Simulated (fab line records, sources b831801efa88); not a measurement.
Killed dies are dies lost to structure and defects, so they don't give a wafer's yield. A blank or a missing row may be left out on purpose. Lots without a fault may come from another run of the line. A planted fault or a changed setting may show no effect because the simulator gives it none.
Chamber matching | flow gf180mcu | GF_V2_CVD_02 on pecvd-04: 3 sister chambers
The step deposits SiO2 from TEOS, target thk 850 nm, time 94.851 s. 20 wafers are shown with their chamber, then 10 later ones without.

WAFERS WITH THEIR CHAMBER
wafer  | chamber | heater_power_w (W) | susceptor_temp_C (C)
L076.1 | 1       | 518                | 400.44
L076.2 | 2       | 620                | 399.88
L076.6 | 1       | 385                | 400.32
L077.1 | 0       | 473                | 399.65
L077.4 | 2       | 645                | 399.85
L077.6 | 1       | 451                | 399.90
L078.2 | 2       | 604                | 400.16
L078.5 | 0       | 551                | 400.04
L078.6 | 1       | 463                | 399.89
L079.1 | 2       | 531                | 399.72
L079.5 | 1       | 395                | 400.17
L079.6 | 0       | 551                | 400.08
L084.1 | 2       | 640                | 400.00
L084.3 | 0       | 514                | 400.09
L084.5 | 2       | 660                | 399.74
L085.1 | 1       | 489                | 400.24
L085.5 | 1       | 386                | 399.94
L085.6 | 2       | 654                | 400.02
L087.1 | 0       | 535                | 400.08
L087.5 | 2       | 603                | 399.76

SIGNATURES (means of the wafers above)
reading          | chamber 0 | chamber 1 | chamber 2 | scatter within a chamber
heater_power_w   | 524.80    | 441.00    | 619.62    | 44.5
susceptor_temp_C | 399.9880  | 400.1286  | 399.8913  | 0.189
Rule: a wafer's distance from a chamber is the root of the sum, over the readings, of the square of ((its reading less the chamber's mean) divided by the reading's scatter). The wafer belongs to the nearest chamber; if the next one is less than 2 further off, it can't be placed. The scatter: the root of (the sum of the squares of (reading less its chamber's mean) over the shown wafers, divided by (wafers less chambers)).

WAFERS WITHOUT THEIR CHAMBER
wafer  | heater_power_w (W) | susceptor_temp_C (C)
L087.6 | 389                | 400.00
L088.1 | 411                | 399.89
L088.2 | 531                | 400.25
L088.4 | 644                | 400.10
L089.2 | 411                | 400.02
L089.3 | 502                | 399.80
L089.6 | 540                | 400.23
L090.2 | 486                | 399.85
L090.4 | 530                | 399.84
L090.5 | 389                | 400.08

WHICH CHAMBER EACH WENT THROUGH
wafer  | from the rows above          | in truth
L087.6 | can't be placed: 1 or 0      | 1
L088.1 | can't be placed: 1 or 0      | 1
L088.2 | can't be placed: 0 or 1 or 2 | 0
L088.4 | can't be placed: 2 or 0      | 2
L089.2 | can't be placed: 1 or 0      | 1
L089.3 | can't be placed: 0 or 1 or 2 | 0
L089.6 | can't be placed: 0 or 1 or 2 | 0
L090.2 | can't be placed: 0 or 1 or 2 | 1
L090.4 | can't be placed: 0 or 2 or 1 | 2
L090.5 | can't be placed: 1 or 0      | 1
Placed correctly: 0 of 10. Can't be placed from these rows: 10 (the true chamber is among the candidates in 10). Placed wrongly: 0.
